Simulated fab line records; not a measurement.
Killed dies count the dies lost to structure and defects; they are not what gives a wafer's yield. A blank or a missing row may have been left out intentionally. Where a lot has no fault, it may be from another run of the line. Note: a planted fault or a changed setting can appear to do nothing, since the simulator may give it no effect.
Chamber matching :: flow gf180mcu :: GF_STI_CMP_25 on cmp-02: 4 sister chambers
The step polishes, stops on Si3N4, t overpolish 33 s, target thk 524.6 nm. 4 wafers are shown with their chamber, then 7 later ones without.

## WAFERS, EACH WITH ITS CHAMBER
wafer: L121.3
chamber: 0
motor current A (A): 9.3

wafer: L122.1
chamber: 3
motor current A (A): 13.2

wafer: L122.2
chamber: 1
motor current A (A): 11.9

wafer: L122.4
chamber: 2
motor current A (A): 12.3

## WAFERS MISSING THEIR CHAMBER
wafer: L127.3
motor current A (A): 12.5

wafer: L127.5
motor current A (A): 9.1

wafer: L127.6
motor current A (A): 12.9

wafer: L129.2
motor current A (A): 8.9

wafer: L129.4
motor current A (A): 12.9

wafer: L131.1
motor current A (A): 13.1

wafer: L131.2
motor current A (A): 10.1

## EACH ONE'S CHAMBER
wafer: L127.3
from the rows above: can't be placed: 2 or 1 or 3
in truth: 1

wafer: L127.5
from the rows above: 0
in truth: 0

wafer: L127.6
from the rows above: can't be placed: 3 or 2 or 1
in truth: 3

wafer: L129.2
from the rows above: 0
in truth: 0

wafer: L129.4
from the rows above: can't be placed: 3 or 2 or 1
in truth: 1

wafer: L131.1
from the rows above: can't be placed: 3 or 2
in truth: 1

wafer: L131.2
from the rows above: 0
in truth: 0
Correctly placed: 3 of 7. Not placeable from these rows: 4 (in 3, the candidates include the true chamber). Wrongly placed: 0.
How it was worked out, from the rows above alone: a wafer's distance from a chamber is the root of the sum, over the readings, of the square of ((its reading less the chamber's mean) divided by the reading's scatter). If the next closest chamber is less than 2 further off than the closest, the wafer can't be placed; otherwise it belongs to the closest. Each chamber's mean is taken over the wafers shown for it. The scatter: with one shown wafer a chamber, the root of the mean of the squares of how far each hidden wafer lies from its nearest shown one.
